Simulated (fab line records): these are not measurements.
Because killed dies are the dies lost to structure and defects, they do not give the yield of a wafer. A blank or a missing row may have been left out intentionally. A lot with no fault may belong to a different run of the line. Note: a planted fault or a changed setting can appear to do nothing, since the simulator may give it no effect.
fab line records || flow sfq_line
record: {"lots": 6, "wafers": 18, "last_day": 100}
route steps=325 shown M7@282
lots that met no fault: taken from a fault-free run of the same line
start_h: hours from the record's first day to the start of the lot's first wafer shown || wait_h: hours from the lot's prior step to this one || " as in the row above || L1.1+2: several wafers, shown together as one row || - no value present, or no start provided || * or withheld: withheld || < > ~ a bound
route shown NAME@n: a module of which the file shows steps, and the number in the route of the first || usual: average and standard deviation across the fault-free wafers || same: alike in all rows || chamber/n: place in a boat || sites: each site's reading || _std_site: standard deviation across them || _edge_site: the outer-site mean with the inner-site mean subtracted || radius_mm: for every site, how far away it sits from the centre of the wafer || mask NAME#n: copy n || behind: the most recent tool/chamber to have shaped the wafer || hold: what put the lot on hold/how long, in hours/how the hold closed || device: transistor that didn't switch, given as n, p or np || end of line: at the end of the route, the tests of the same wafers || where a step has no rows: the recipe by itself || killed: dies that structure and defects cost at the first sort, which is not the same as the wafer's yield || map: a wafer's dies, marking killed ones x, the rest . and places with no die _
set.NAME: the run value of the setting; set.NAME@STEP: its run value at that earlier step || model.NAME: the simulator's own value behind a step, which no gauge read
a table for each step, a row for each wafer; lots at some steps of the route
services: when a tool's chamber went out of use (start_h, in hours from the record's first day, below 0 if earlier), for how many hours, and the reason
== steps ==
step: SFQ_TRILAYER_M7_DEP_SPUTTER_175
recipe: {"material": "Nb", "base_pressure_pa": 1.33e-06, "chamber_pressure_pa": 0.1333, "substrate_temp_c": 20, "target_thk_nm": 200, "power_w": 2000, "time_s": 133.3}
usual: {"throttle_valve_pct": "29.9/0.86"}
{"lot.wafer": "L480.2", "tool": "pvd_sputter-03", "chamber": "-", "start_h": 2089.91, "wait_h": 0.0, "throttle_valve_pct": 29.4}
{"lot.wafer": "L480.4", "tool": "pvd_sputter-03", "chamber": "-", "start_h": 2089.91, "wait_h": 0.0, "throttle_valve_pct": 30.2}
{"lot.wafer": "L480.6", "tool": "pvd_sputter-03", "chamber": "-", "start_h": 2089.91, "wait_h": 0.0, "throttle_valve_pct": 30.2}
{"lot.wafer": "L481.1", "tool": "pvd_sputter-04", "chamber": "-", "start_h": 2095.71, "wait_h": 0.0, "throttle_valve_pct": 29.6}
{"lot.wafer": "L481.2", "tool": "pvd_sputter-04", "chamber": "-", "start_h": 2095.71, "wait_h": 0.0, "throttle_valve_pct": 30.3}
{"lot.wafer": "L481.5", "tool": "pvd_sputter-04", "chamber": "-", "start_h": 2095.71, "wait_h": 0.0, "throttle_valve_pct": 28.5}
{"lot.wafer": "L482.2", "tool": "pvd_sputter-03", "chamber": "-", "start_h": 2097.51, "wait_h": 0.0, "throttle_valve_pct": 30.3}
{"lot.wafer": "L482.4", "tool": "pvd_sputter-03", "chamber": "-", "start_h": 2097.51, "wait_h": 0.0, "throttle_valve_pct": 29.6}
{"lot.wafer": "L482.6", "tool": "pvd_sputter-03", "chamber": "-", "start_h": 2097.51, "wait_h": 0.0, "throttle_valve_pct": 30.7}
{"lot.wafer": "L489.1", "tool": "pvd_sputter-04", "chamber": "-", "start_h": 2137.59, "wait_h": 0.0, "throttle_valve_pct": 30.2}
{"lot.wafer": "L489.2", "tool": "pvd_sputter-04", "chamber": "-", "start_h": 2137.59, "wait_h": 0.0, "throttle_valve_pct": 29.6}
{"lot.wafer": "L489.5", "tool": "pvd_sputter-04", "chamber": "-", "start_h": 2137.59, "wait_h": 0.0, "throttle_valve_pct": 29.0}
{"lot.wafer": "L492.2", "tool": "pvd_sputter-04", "chamber": "-", "start_h": 2150.79, "wait_h": 0.0, "throttle_valve_pct": 29.1}
{"lot.wafer": "L492.3", "tool": "pvd_sputter-04", "chamber": "-", "start_h": 2150.79, "wait_h": 0.0, "throttle_valve_pct": 29.3}
{"lot.wafer": "L492.6", "tool": "pvd_sputter-04", "chamber": "-", "start_h": 2150.79, "wait_h": 0.0, "throttle_valve_pct": 28.6}
{"lot.wafer": "L493.2", "tool": "pvd_sputter-03", "chamber": "-", "start_h": 2155.56, "wait_h": 0.0, "throttle_valve_pct": 30.5}
{"lot.wafer": "L493.4", "tool": "pvd_sputter-03", "chamber": "-", "start_h": 2155.56, "wait_h": 0.0, "throttle_valve_pct": 30.4}
{"lot.wafer": "L493.5", "tool": "pvd_sputter-03", "chamber": "-", "start_h": 2155.56, "wait_h": 0.0, "throttle_valve_pct": 30.4}
step: SFQ_M7_RS_MEAS_943
recipe: {"thk_meas_gauge": "four-point-probe", "reads": "Nb_of_TRILAYER_M7_DEP_SPUTTER_175"}
usual: {"M7_NB_RS": "0.889/0.011"}
{"lot.wafer": "L480.2", "tool": "film_metro-02", "chamber": "-", "start_h": 2090.02, "wait_h": 0.1, "M7_NB_RS[ohm/sq]": 0.901}
{"lot.wafer": "L480.4", "tool": "film_metro-02", "chamber": "-", "start_h": 2090.02, "wait_h": 0.1, "M7_NB_RS[ohm/sq]": 0.896}
{"lot.wafer": "L480.6", "tool": "film_metro-02", "chamber": "-", "start_h": 2090.02, "wait_h": 0.1, "M7_NB_RS[ohm/sq]": 0.893}
{"lot.wafer": "L481.1", "tool": "film_metro-03", "chamber": "-", "start_h": 2095.80, "wait_h": 0.0, "M7_NB_RS[ohm/sq]": 0.893}
{"lot.wafer": "L481.2", "tool": "film_metro-03", "chamber": "-", "start_h": 2095.80, "wait_h": 0.0, "M7_NB_RS[ohm/sq]": 0.868}
{"lot.wafer": "L481.5", "tool": "film_metro-03", "chamber": "-", "start_h": 2095.80, "wait_h": 0.0, "M7_NB_RS[ohm/sq]": 0.885}
{"lot.wafer": "L482.2", "tool": "film_metro-03", "chamber": "-", "start_h": 2097.62, "wait_h": 0.1, "M7_NB_RS[ohm/sq]": 0.882}
{"lot.wafer": "L482.4", "tool": "film_metro-03", "chamber": "-", "start_h": 2097.62, "wait_h": 0.1, "M7_NB_RS[ohm/sq]": 0.895}
{"lot.wafer": "L482.6", "tool": "film_metro-03", "chamber": "-", "start_h": 2097.62, "wait_h": 0.1, "M7_NB_RS[ohm/sq]": 0.887}
{"lot.wafer": "L489.1", "tool": "film_metro-04", "chamber": "-", "start_h": 2137.69, "wait_h": 0.0, "M7_NB_RS[ohm/sq]": 0.871}
{"lot.wafer": "L489.2", "tool": "film_metro-04", "chamber": "-", "start_h": 2137.69, "wait_h": 0.0, "M7_NB_RS[ohm/sq]": 0.895}
{"lot.wafer": "L489.5", "tool": "film_metro-04", "chamber": "-", "start_h": 2137.69, "wait_h": 0.0, "M7_NB_RS[ohm/sq]": 0.880}
{"lot.wafer": "L492.2", "tool": "film_metro-03", "chamber": "-", "start_h": 2150.91, "wait_h": 0.1, "M7_NB_RS[ohm/sq]": 0.881}
{"lot.wafer": "L492.3", "tool": "film_metro-03", "chamber": "-", "start_h": 2150.91, "wait_h": 0.1, "M7_NB_RS[ohm/sq]": 0.889}
{"lot.wafer": "L492.6", "tool": "film_metro-03", "chamber": "-", "start_h": 2150.91, "wait_h": 0.1, "M7_NB_RS[ohm/sq]": 0.885}
{"lot.wafer": "L493.2", "tool": "film_metro-04", "chamber": "-", "start_h": 2155.67, "wait_h": 0.1, "M7_NB_RS[ohm/sq]": 0.869}
{"lot.wafer": "L493.4", "tool": "film_metro-04", "chamber": "-", "start_h": 2155.67, "wait_h": 0.1, "M7_NB_RS[ohm/sq]": 0.877}
{"lot.wafer": "L493.5", "tool": "film_metro-04", "chamber": "-", "start_h": 2155.67, "wait_h": 0.1, "M7_NB_RS[ohm/sq]": 0.871}
step: SFQ_TRILAYER_M7_LITHO_COAT_182
recipe: {"resist": "BARC", "spin_rpm": 3000, "resist_thk_nm": 62}
step: SFQ_TRILAYER_M7_LITHO_COAT_177
recipe: {"resist": "KrF", "spin_rpm": 3000, "resist_thk_nm": 600}
step: SFQ_TRILAYER_M7_LITHO_SOFTBAKE_181
recipe: {"temp_c": "withheld", "time_s": "withheld", "resist": "KrF"}
step: SFQ_TRILAYER_M7_LITHO_EXPOSE_178
recipe: {"mask_id": "M7", "na": 0.6, "source_shape": "conventional", "sigma_outer": 0.65, "target_cd_nm": 500, "dose_mj": 14.4}
step: SFQ_TRILAYER_M7_LITHO_PEB_180
recipe: {"peb_temp_c": 115, "peb_time_s": 60, "resist": "KrF"}
step: SFQ_TRILAYER_M7_LITHO_DEVELOP_179
recipe: {"time_s": 60, "resist": "KrF"}
step: SFQ_M7_OVL_MEAS_945
usual: {"M7_OVL": "1/5.4"}
{"lot.wafer": "L480.2", "tool": "overlay-01", "chamber": "-", "start_h": 2171.37, "wait_h": 0.1, "M7_OVL[nm]": 6}
{"lot.wafer": "L480.4", "tool": "overlay-01", "chamber": "-", "start_h": 2171.37, "wait_h": 0.1, "M7_OVL[nm]": 9}
{"lot.wafer": "L480.6", "tool": "overlay-01", "chamber": "-", "start_h": 2171.37, "wait_h": 0.1, "M7_OVL[nm]": 5}
{"lot.wafer": "L481.1", "tool": "overlay-02", "chamber": "-", "start_h": 2174.97, "wait_h": 0.1, "M7_OVL[nm]": 2}
{"lot.wafer": "L481.2", "tool": "overlay-02", "chamber": "-", "start_h": 2174.97, "wait_h": 0.1, "M7_OVL[nm]": -5}
{"lot.wafer": "L481.5", "tool": "overlay-02", "chamber": "-", "start_h": 2174.97, "wait_h": 0.1, "M7_OVL[nm]": -5}
{"lot.wafer": "L482.2", "tool": "overlay-02", "chamber": "-", "start_h": 2177.37, "wait_h": 0.1, "M7_OVL[nm]": -4}
{"lot.wafer": "L482.4", "tool": "overlay-02", "chamber": "-", "start_h": 2177.37, "wait_h": 0.1, "M7_OVL[nm]": -2}
{"lot.wafer": "L482.6", "tool": "overlay-02", "chamber": "-", "start_h": 2177.37, "wait_h": 0.1, "M7_OVL[nm]": 1}
{"lot.wafer": "L489.1", "tool": "overlay-01", "chamber": "-", "start_h": 2213.37, "wait_h": 0.1, "M7_OVL[nm]": 2}
{"lot.wafer": "L489.2", "tool": "overlay-01", "chamber": "-", "start_h": 2213.37, "wait_h": 0.1, "M7_OVL[nm]": -1}
{"lot.wafer": "L489.5", "tool": "overlay-01", "chamber": "-", "start_h": 2213.37, "wait_h": 0.1, "M7_OVL[nm]": -1}
{"lot.wafer": "L492.2", "tool": "overlay-02", "chamber": "-", "start_h": 2237.22, "wait_h": 0.1, "M7_OVL[nm]": -9}
{"lot.wafer": "L492.3", "tool": "overlay-02", "chamber": "-", "start_h": 2237.22, "wait_h": 0.1, "M7_OVL[nm]": -12}
{"lot.wafer": "L492.6", "tool": "overlay-02", "chamber": "-", "start_h": 2237.22, "wait_h": 0.1, "M7_OVL[nm]": -10}
{"lot.wafer": "L493.2", "tool": "overlay-01", "chamber": "-", "start_h": 2244.42, "wait_h": 0.1, "M7_OVL[nm]": 0}
{"lot.wafer": "L493.4", "tool": "overlay-01", "chamber": "-", "start_h": 2244.42, "wait_h": 0.1, "M7_OVL[nm]": 8}
{"lot.wafer": "L493.5", "tool": "overlay-01", "chamber": "-", "start_h": 2244.42, "wait_h": 0.1, "M7_OVL[nm]": 1}
step: SFQ_TRILAYER_M7_BARC_OPEN_METAL_ETCH_229
recipe: {"mask_material": "PR", "chemistry": "O2", "target_depth_nm": 125, "target": "BARC", "icp_w": 600, "bias_w": 80, "pressure_mtorr": 10, "time_s": 41.7}
usual: {"drypump_motor_current_A": "5.7/0.41", "oes_product_au": "0.685/0.0046", "rf_fwd_power_W": "591.6/2.8"}
{"lot.wafer": "L480.2", "tool": "rie_metal-03", "chamber": 0, "start_h": 2171.40, "wait_h": 0.0, "drypump_motor_current_A": 6.0, "oes_product_au": 0.684, "rf_fwd_power_W": 594.4, "rf_hours_counter_h": 130}
{"lot.wafer": "L480.4", "tool": "rie_metal-03", "chamber": 0, "start_h": 2171.40, "wait_h": 0.0, "drypump_motor_current_A": 6.0, "oes_product_au": 0.679, "rf_fwd_power_W": 592.9, "rf_hours_counter_h": "-"}
{"lot.wafer": "L480.6", "tool": "rie_metal-03", "chamber": 1, "start_h": 2171.40, "wait_h": 0.0, "drypump_motor_current_A": 5.3, "oes_product_au": 0.686, "rf_fwd_power_W": 586.4, "rf_hours_counter_h": "-"}
{"lot.wafer": "L481.1", "tool": "rie_metal-03", "chamber": 1, "start_h": 2175.00, "wait_h": 0.0, "drypump_motor_current_A": 5.3, "oes_product_au": 0.683, "rf_fwd_power_W": 589.3, "rf_hours_counter_h": 19}
{"lot.wafer": "L481.2", "tool": "rie_metal-03", "chamber": 1, "start_h": 2175.00, "wait_h": 0.0, "drypump_motor_current_A": 5.3, "oes_product_au": 0.686, "rf_fwd_power_W": 592.0, "rf_hours_counter_h": "-"}
{"lot.wafer": "L481.5", "tool": "rie_metal-03", "chamber": 1, "start_h": 2175.00, "wait_h": 0.0, "drypump_motor_current_A": 5.3, "oes_product_au": 0.686, "rf_fwd_power_W": 590.2, "rf_hours_counter_h": "-"}
{"lot.wafer": "L482.2", "tool": "rie_metal-02", "chamber": 1, "start_h": 2177.40, "wait_h": 0.0, "drypump_motor_current_A": 6.3, "oes_product_au": 0.697, "rf_fwd_power_W": 592.6, "rf_hours_counter_h": 88}
{"lot.wafer": "L482.4", "tool": "rie_metal-02", "chamber": 1, "start_h": 2177.40, "wait_h": 0.0, "drypump_motor_current_A": 6.4, "oes_product_au": 0.693, "rf_fwd_power_W": 595.1, "rf_hours_counter_h": "-"}
{"lot.wafer": "L482.6", "tool": "rie_metal-02", "chamber": 0, "start_h": 2177.40, "wait_h": 0.0, "drypump_motor_current_A": 5.6, "oes_product_au": 0.688, "rf_fwd_power_W": 593.7, "rf_hours_counter_h": "-"}
{"lot.wafer": "L489.1", "tool": "rie_metal-02", "chamber": 0, "start_h": 2213.40, "wait_h": 0.0, "drypump_motor_current_A": 5.6, "oes_product_au": 0.681, "rf_fwd_power_W": 594.4, "rf_hours_counter_h": 52}
{"lot.wafer": "L489.2", "tool": "rie_metal-02", "chamber": 1, "start_h": 2213.40, "wait_h": 0.0, "drypump_motor_current_A": 6.4, "oes_product_au": 0.671, "rf_fwd_power_W": 592.8, "rf_hours_counter_h": 91}
{"lot.wafer": "L489.5", "tool": "rie_metal-02", "chamber": 1, "start_h": 2213.40, "wait_h": 0.0, "drypump_motor_current_A": 6.4, "oes_product_au": 0.682, "rf_fwd_power_W": 592.5, "rf_hours_counter_h": "-"}
{"lot.wafer": "L492.2", "tool": "rie_metal-03", "chamber": 1, "start_h": 2237.25, "wait_h": 0.0, "drypump_motor_current_A": 5.3, "oes_product_au": 0.679, "rf_fwd_power_W": 590.9, "rf_hours_counter_h": 28}
{"lot.wafer": "L492.3", "tool": "rie_metal-03", "chamber": 0, "start_h": 2237.25, "wait_h": 0.0, "drypump_motor_current_A": 6.0, "oes_product_au": 0.680, "rf_fwd_power_W": 595.8, "rf_hours_counter_h": "-"}
{"lot.wafer": "L492.6", "tool": "rie_metal-03", "chamber": 1, "start_h": 2237.25, "wait_h": 0.0, "drypump_motor_current_A": 5.3, "oes_product_au": 0.683, "rf_fwd_power_W": 591.0, "rf_hours_counter_h": "-"}
{"lot.wafer": "L493.2", "tool": "rie_metal-02", "chamber": 1, "start_h": 2244.45, "wait_h": 0.0, "drypump_motor_current_A": 6.3, "oes_product_au": 0.689, "rf_fwd_power_W": 595.9, "rf_hours_counter_h": 95}
{"lot.wafer": "L493.4", "tool": "rie_metal-02", "chamber": 0, "start_h": 2244.45, "wait_h": 0.0, "drypump_motor_current_A": 5.6, "oes_product_au": 0.680, "rf_fwd_power_W": 588.8, "rf_hours_counter_h": "-"}
{"lot.wafer": "L493.5", "tool": "rie_metal-02", "chamber": 0, "start_h": 2244.45, "wait_h": 0.0, "drypump_motor_current_A": 5.6, "oes_product_au": 0.683, "rf_fwd_power_W": 592.1, "rf_hours_counter_h": "-"}
step: SFQ_TRILAYER_M7_ETCH_METAL_ETCH_180
recipe: {"target": "Nb", "stop_on": "SiO2", "mask_material": "PR", "chemistry": "Cl2/Ar", "target_depth_nm": 240, "icp_w": 600, "bias_w": 80, "pressure_mtorr": 10, "time_s": 120}
usual: {"drypump_motor_current_A": "5.7/0.4", "oes_product_au": "0.895/0.008", "rf_fwd_power_W": "596.1/1.9"}
{"lot.wafer": "L480.2", "tool": "rie_metal-03", "chamber": 0, "start_h": 2171.46, "wait_h": 0.0, "drypump_motor_current_A": 6.0, "oes_product_au": 0.895, "rf_fwd_power_W": 596.1, "rf_hours_counter_h": 130}
{"lot.wafer": "L480.4", "tool": "rie_metal-03", "chamber": 0, "start_h": 2171.46, "wait_h": 0.0, "drypump_motor_current_A": 6.0, "oes_product_au": 0.894, "rf_fwd_power_W": 593.8, "rf_hours_counter_h": "-"}
{"lot.wafer": "L480.6", "tool": "rie_metal-03", "chamber": 1, "start_h": 2171.46, "wait_h": 0.0, "drypump_motor_current_A": 5.2, "oes_product_au": 0.887, "rf_fwd_power_W": 598.8, "rf_hours_counter_h": "-"}
{"lot.wafer": "L481.1", "tool": "rie_metal-03", "chamber": 1, "start_h": 2175.12, "wait_h": 0.1, "drypump_motor_current_A": 5.2, "oes_product_au": 0.895, "rf_fwd_power_W": 591.8, "rf_hours_counter_h": 19}
{"lot.wafer": "L481.2", "tool": "rie_metal-03", "chamber": 1, "start_h": 2175.12, "wait_h": 0.1, "drypump_motor_current_A": 5.2, "oes_product_au": 0.907, "rf_fwd_power_W": 593.1, "rf_hours_counter_h": "-"}
{"lot.wafer": "L481.5", "tool": "rie_metal-03", "chamber": 1, "start_h": 2175.12, "wait_h": 0.1, "drypump_motor_current_A": 5.2, "oes_product_au": 0.898, "rf_fwd_power_W": 592.8, "rf_hours_counter_h": "-"}
{"lot.wafer": "L482.2", "tool": "rie_metal-02", "chamber": 1, "start_h": 2177.46, "wait_h": 0.0, "drypump_motor_current_A": 6.3, "oes_product_au": 0.907, "rf_fwd_power_W": 594.9, "rf_hours_counter_h": 88}
{"lot.wafer": "L482.4", "tool": "rie_metal-02", "chamber": 1, "start_h": 2177.46, "wait_h": 0.0, "drypump_motor_current_A": 6.3, "oes_product_au": 0.897, "rf_fwd_power_W": 595.8, "rf_hours_counter_h": "-"}
{"lot.wafer": "L482.6", "tool": "rie_metal-02", "chamber": 0, "start_h": 2177.46, "wait_h": 0.0, "drypump_motor_current_A": 5.6, "oes_product_au": 0.893, "rf_fwd_power_W": 593.4, "rf_hours_counter_h": "-"}
{"lot.wafer": "L489.1", "tool": "rie_metal-02", "chamber": 0, "start_h": 2213.46, "wait_h": 0.0, "drypump_motor_current_A": 5.6, "oes_product_au": 0.910, "rf_fwd_power_W": 600.1, "rf_hours_counter_h": 52}
{"lot.wafer": "L489.2", "tool": "rie_metal-02", "chamber": 1, "start_h": 2213.46, "wait_h": 0.0, "drypump_motor_current_A": 6.4, "oes_product_au": 0.896, "rf_fwd_power_W": 594.3, "rf_hours_counter_h": 91}
{"lot.wafer": "L489.5", "tool": "rie_metal-02", "chamber": 1, "start_h": 2213.46, "wait_h": 0.0, "drypump_motor_current_A": 6.4, "oes_product_au": 0.902, "rf_fwd_power_W": 596.0, "rf_hours_counter_h": "-"}
{"lot.wafer": "L492.2", "tool": "rie_metal-03", "chamber": 1, "start_h": 2237.31, "wait_h": 0.0, "drypump_motor_current_A": 5.3, "oes_product_au": 0.898, "rf_fwd_power_W": 594.3, "rf_hours_counter_h": 28}
{"lot.wafer": "L492.3", "tool": "rie_metal-03", "chamber": 0, "start_h": 2237.31, "wait_h": 0.0, "drypump_motor_current_A": 6.0, "oes_product_au": 0.887, "rf_fwd_power_W": 596.5, "rf_hours_counter_h": "-"}
{"lot.wafer": "L492.6", "tool": "rie_metal-03", "chamber": 1, "start_h": 2237.31, "wait_h": 0.0, "drypump_motor_current_A": 5.3, "oes_product_au": 0.903, "rf_fwd_power_W": 595.2, "rf_hours_counter_h": "-"}
{"lot.wafer": "L493.2", "tool": "rie_metal-02", "chamber": 1, "start_h": 2244.51, "wait_h": 0.0, "drypump_motor_current_A": 6.3, "oes_product_au": 0.902, "rf_fwd_power_W": 594.6, "rf_hours_counter_h": 95}
{"lot.wafer": "L493.4", "tool": "rie_metal-02", "chamber": 0, "start_h": 2244.51, "wait_h": 0.0, "drypump_motor_current_A": 5.6, "oes_product_au": 0.902, "rf_fwd_power_W": 596.7, "rf_hours_counter_h": "-"}
{"lot.wafer": "L493.5", "tool": "rie_metal-02", "chamber": 0, "start_h": 2244.51, "wait_h": 0.0, "drypump_motor_current_A": 5.6, "oes_product_au": 0.905, "rf_fwd_power_W": 595.5, "rf_hours_counter_h": "-"}
step: SFQ_TRILAYER_M7_STRIP_STRIP_181
recipe: {"gas": "O2", "power_w": 200, "platen_temp_c": 40, "overash_fraction": 0.65, "chemistry": "O2", "pressure_mtorr": 50}
usual: {"drypump_motor_current_A": "5.7/0.4", "oes_product_au": "0.994/0.011", "overash_fraction": "0.65/0"}
{"lot.wafer": "L480.2", "tool": "rie_metal-03", "chamber": 0, "start_h": 2171.59, "wait_h": 0.1, "drypump_motor_current_A": 6.0, "oes_product_au": 1.001, "overash_fraction": 0.39, "rf_hours_counter_h": 131}
{"lot.wafer": "L480.4", "tool": "rie_metal-03", "chamber": 0, "start_h": 2171.59, "wait_h": 0.1, "drypump_motor_current_A": 6.0, "oes_product_au": 1.016, "overash_fraction": 0.39, "rf_hours_counter_h": "-"}
{"lot.wafer": "L480.6", "tool": "rie_metal-03", "chamber": 1, "start_h": 2171.59, "wait_h": 0.1, "drypump_motor_current_A": 5.3, "oes_product_au": 0.983, "overash_fraction": 0.39, "rf_hours_counter_h": "-"}
{"lot.wafer": "L481.1", "tool": "rie_metal-03", "chamber": 1, "start_h": 2175.37, "wait_h": 0.2, "drypump_motor_current_A": 5.3, "oes_product_au": 0.974, "overash_fraction": 0.39, "rf_hours_counter_h": 19}
{"lot.wafer": "L481.2", "tool": "rie_metal-03", "chamber": 1, "start_h": 2175.37, "wait_h": 0.2, "drypump_motor_current_A": 5.3, "oes_product_au": 0.968, "overash_fraction": 0.39, "rf_hours_counter_h": "-"}
{"lot.wafer": "L481.5", "tool": "rie_metal-03", "chamber": 1, "start_h": 2175.37, "wait_h": 0.2, "drypump_motor_current_A": 5.3, "oes_product_au": 0.983, "overash_fraction": 0.39, "rf_hours_counter_h": "-"}
{"lot.wafer": "L482.2", "tool": "rie_metal-02", "chamber": 1, "start_h": 2177.59, "wait_h": 0.1, "drypump_motor_current_A": 6.4, "oes_product_au": 0.985, "overash_fraction": 0.65, "rf_hours_counter_h": 88}
{"lot.wafer": "L482.4", "tool": "rie_metal-02", "chamber": 1, "start_h": 2177.59, "wait_h": 0.1, "drypump_motor_current_A": 6.4, "oes_product_au": 0.994, "overash_fraction": 0.65, "rf_hours_counter_h": "-"}
{"lot.wafer": "L482.6", "tool": "rie_metal-02", "chamber": 0, "start_h": 2177.59, "wait_h": 0.1, "drypump_motor_current_A": 5.6, "oes_product_au": 0.992, "overash_fraction": 0.65, "rf_hours_counter_h": "-"}
{"lot.wafer": "L489.1", "tool": "rie_metal-02", "chamber": 0, "start_h": 2213.59, "wait_h": 0.1, "drypump_motor_current_A": 5.7, "oes_product_au": 1.004, "overash_fraction": 0.65, "rf_hours_counter_h": 52}
{"lot.wafer": "L489.2", "tool": "rie_metal-02", "chamber": 1, "start_h": 2213.59, "wait_h": 0.1, "drypump_motor_current_A": 6.4, "oes_product_au": 0.988, "overash_fraction": 0.65, "rf_hours_counter_h": 91}
{"lot.wafer": "L489.5", "tool": "rie_metal-02", "chamber": 1, "start_h": 2213.59, "wait_h": 0.1, "drypump_motor_current_A": 6.4, "oes_product_au": 0.989, "overash_fraction": 0.65, "rf_hours_counter_h": "-"}
{"lot.wafer": "L492.2", "tool": "rie_metal-03", "chamber": 1, "start_h": 2237.44, "wait_h": 0.1, "drypump_motor_current_A": 5.2, "oes_product_au": 0.982, "overash_fraction": 0.65, "rf_hours_counter_h": 28}
{"lot.wafer": "L492.3", "tool": "rie_metal-03", "chamber": 0, "start_h": 2237.44, "wait_h": 0.1, "drypump_motor_current_A": 6.0, "oes_product_au": 1.005, "overash_fraction": 0.65, "rf_hours_counter_h": "-"}
{"lot.wafer": "L492.6", "tool": "rie_metal-03", "chamber": 1, "start_h": 2237.44, "wait_h": 0.1, "drypump_motor_current_A": 5.3, "oes_product_au": 0.989, "overash_fraction": 0.65, "rf_hours_counter_h": "-"}
{"lot.wafer": "L493.2", "tool": "rie_metal-02", "chamber": 1, "start_h": 2244.64, "wait_h": 0.1, "drypump_motor_current_A": 6.3, "oes_product_au": 1.001, "overash_fraction": 0.65, "rf_hours_counter_h": 95}
{"lot.wafer": "L493.4", "tool": "rie_metal-02", "chamber": 0, "start_h": 2244.64, "wait_h": 0.1, "drypump_motor_current_A": 5.6, "oes_product_au": 0.993, "overash_fraction": 0.65, "rf_hours_counter_h": "-"}
{"lot.wafer": "L493.5", "tool": "rie_metal-02", "chamber": 0, "start_h": 2244.64, "wait_h": 0.1, "drypump_motor_current_A": 5.6, "oes_product_au": 1.003, "overash_fraction": 0.65, "rf_hours_counter_h": "-"}
step: SFQ_TRILAYER_M7_STRIP_SOLV_CLEAN_182
recipe: {"chemistry": "NMP", "temp_c": 70, "time_s": 600}
== services ==
{"tool": "pvd_sputter-04", "chamber": "-", "start_h": 2110.50, "hours": 2.6, "kind": "repair"}
{"tool": "pvd_sputter-04", "chamber": "-", "start_h": 2118.95, "hours": 0.7, "kind": "repair"}
{"tool": "rie_metal-02", "chamber": 0, "start_h": 2138.54, "hours": 18.1, "kind": "repair"}
{"tool": "rie_metal-03", "chamber": 0, "start_h": 2172.48, "hours": "-", "kind": "clean"}
{"tool": "rie_metal-03", "chamber": 0, "start_h": 2172.48, "hours": "-", "kind": "consumable_replace:esc"}
{"tool": "rie_metal-03", "chamber": 0, "start_h": 2172.48, "hours": 23.5, "kind": "scheduled_down"}
{"tool": "rie_metal-03", "chamber": 0, "start_h": 2172.48, "hours": 23.5, "kind": "vent_cycle"}
== key ==
first_sign: {"step": "SFQ_TRILAYER_M7_STRIP_STRIP_181", "reading": "overash_fraction", "direction": "down", "sigmas": "99+", "usual": 0.65, "struck": 0.39}
effect none on later readings
met_at SFQ_TRILAYER_M7_STRIP_STRIP_181
struck_wafers L480.2,L480.4,L480.6,L481.1,L481.2,L481.5
fault: {"kind": "process_parameter_drift", "tool": "rie_metal-03", "chamber": "-", "onset_h": 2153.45, "steps": "SFQ_TRILAYER_M7_STRIP_STRIP_181", "channel": "overash_fraction", "offset": -0.26, "shape": "step", "end_h": 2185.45, "acts_in": "these_recipes_only", "stated": 0.65}
